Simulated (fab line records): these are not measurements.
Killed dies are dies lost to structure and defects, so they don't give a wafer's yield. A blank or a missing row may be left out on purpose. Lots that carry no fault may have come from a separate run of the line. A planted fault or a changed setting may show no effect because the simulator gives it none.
Which tool was responsible? -- flow gf180mcu -- Sampling: 13 lots, 39 wafers, 3 of 602 route steps

== WHAT EACH GAUGE READ, for each wafer ==
GF_VT_IMPLANT_RS_MEAS_47: measurement is done with a four-point probe.
lot,measured,on,NWELL_RS (ohm/sq)
L680,day 7 17:20,film-metro-02,488.3 487.0 487.7
L681,day 7 20:12,film-metro-03,486.2 487.1 487.9
L683,day 8 09:35,film-metro-04,488.1 487.8 487.7
L685,day 8 22:29,film-metro-04,488.4 489.4 489.3
L687,day 9 13:10,film-metro-02,488.3 489.0 489.9
L688,day 9 18:52,film-metro-04,524.2 524.6 524.6
L689,day 10 02:49,film-metro-02,488.4 487.4 487.4
L690,day 10 07:38,film-metro-02,527.1 527.4 525.1
L692,day 10 23:55,film-metro-02,526.8 526.6 526.8
L698,day 12 14:13,film-metro-04,486.2 485.8 486.7
L700,day 13 02:50,film-metro-04,485.9 486.4 486.6
L701,day 13 12:10,film-metro-02,486.9 488.3 488.3
L702,day 13 20:16,film-metro-02,488.8 490.3 488.3

== WHAT TOOL EACH LOT RAN ON (gives the tool, then ch and the chambers of the sampled wafers, and finally the start) ==
lot,GF_NWELL_IMPLANT_09,GF_NWELL_STRIP_10
L680,"implanter-01 ch 0, day 3 09:47","plasma-asher-01 ch 0,1, day 3 09:56"
L681,"implanter-02 ch 0, day 3 13:15","plasma-asher-02 ch 0,1, day 3 13:24"
L683,"implanter-02 ch 0, day 3 23:44","plasma-asher-02 ch 0,1, day 3 23:53"
L685,"implanter-03 ch 0, day 4 10:15","plasma-asher-02 ch 0,1, day 4 10:24"
L687,"implanter-02 ch 0, day 4 22:29","plasma-asher-01 ch 0,1, day 4 22:37"
L688,"implanter-02 ch 0, day 5 02:24","plasma-asher-03 ch 0,1, day 5 02:33"
L689,"implanter-03 ch 0, day 5 08:56","plasma-asher-03 ch 0,1, day 5 09:04"
L690,"implanter-02 ch 0, day 5 12:44","plasma-asher-01 ch 0,1, day 5 12:51"
L692,"implanter-02 ch 0, day 6 01:47","plasma-asher-03 ch 0,1, day 6 01:54"
L698,"implanter-01 ch 0, day 7 09:44","plasma-asher-01 ch 0,1, day 7 09:53"
L700,"implanter-01 ch 0, day 7 20:53","plasma-asher-01 ch 0,1, day 7 21:02"
L701,"implanter-01 ch 0, day 8 03:21","plasma-asher-02 ch 0,1, day 8 03:29"
L702,"implanter-03 ch 0, day 8 08:35","plasma-asher-02 ch 0,1, day 8 08:43"
- GF_NWELL_IMPLANT_09
- GF_NWELL_STRIP_10: strips in O2/N2.

== WHAT THE TOOLS THEMSELVES READ (means of the sampled wafers that have a number; where no wafer has one, the mark that the record gives instead) ==
GF_NWELL_IMPLANT_09.
lot,tool,dose-ions-cm2,faraday-current-uA
L680,implanter-01,4e+12,23.0
L681,implanter-02,4e+12,22.6
L683,implanter-02,4e+12,22.6
L685,implanter-03,4e+12,22.5
L687,implanter-02,4e+12,22.3
L688,implanter-02,2e+12,12.5
L689,implanter-03,4e+12,22.4
L690,implanter-02,2e+12,12.5
L692,implanter-02,2e+12,12.6
L698,implanter-01,4e+12,22.8
L700,implanter-01,4e+12,22.8
L701,implanter-01,4e+12,22.2
L702,implanter-03,4e+12,23.4

GF_NWELL_STRIP_10.
lot,tool,drypump-motor-current-A (A),heater-power-w (W),oes-product-au (a.u.),strip-time-to-endpoint-s (s)
L680,plasma-asher-01,5.8,325,0.720,37.06
L681,plasma-asher-02,5.4,355,0.722,37.11
L683,plasma-asher-02,5.3,346,0.722,37.05
L685,plasma-asher-02,5.5,329,0.719,37.02
L687,plasma-asher-01,6.1,338,0.721,36.91
L688,plasma-asher-03,5.2,299,0.725,37.06
L689,plasma-asher-03,5.1,300,0.722,37.08
L690,plasma-asher-01,6.1,340,0.722,36.85
L692,plasma-asher-03,5.4,314,0.724,37.09
L698,plasma-asher-01,6.1,339,0.722,37.04
L700,plasma-asher-01,5.8,329,0.722,36.85
L701,plasma-asher-02,5.5,322,0.726,36.91
L702,plasma-asher-02,5.5,329,0.722,36.93

== THE ANSWER, worked out from the rows above alone ==
Rule: what is usual is taken from the lots themselves. The widest of any qualifying gaps counts: lots, ordered by their means at a reading, are off when they make up no more than a third of the lots, leave a main group of 4 or more, and stand apart from it by 3 or more times the standard deviation of that group's means. If all means in a main group match to the digits the tables above print for the reading, that group is not used. A lot without any number at a reading at which 4 lots or more have one is off too. All remaining lots with rows at the step are treated as sound. After the gauges, taken in route order, come the tools' own readings; for these a lot's mean is taken, as printed above. At the first step where some lot is off, the reading lying furthest off is the one used; lots without a number count as furthest.
Off: L688, L690, L692, at GF_VT_IMPLANT_RS_MEAS_47 (NWELL_RS). Mean 487.8 ohm/sq and standard deviation 1 in the main group.
If a tool, at a process step before that reading, ran all the lots that are off and no sound lot after the first of them, it fits. Not tried: the gauges at GF_VT_IMPLANT_RS_MEAS_47; whatever is off there is also off at GF_NWELL_IMPLANT_09, on other tools, and gauge error can't account for it. One candidate fits, namely implanter-02 at GF_NWELL_IMPLANT_09. Its last sound lot is L687 (day 4 22:29), its first lot that is off L688 (day 5 02:24): a fault that began between those two fits.
The tool's own readings at GF_NWELL_IMPLANT_09 bear it out: on the lots that are off they differ by more than 5 times the standard deviation of the sound lots' means. dose-ions-cm2 reads 2e+12 there against 4e+12 on the sound lots; faraday-current-uA reads 12.5 there against 22.7 on the sound lots.

== WHAT HAD BEEN PUT IN BY THE SIMULATOR ==
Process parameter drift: implanter-02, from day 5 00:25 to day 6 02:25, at GF_NWELL_IMPLANT_09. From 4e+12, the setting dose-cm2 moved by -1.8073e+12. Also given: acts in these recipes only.
Lots struck among those shown: L688, L690, L692. The rule above reached the same finding.
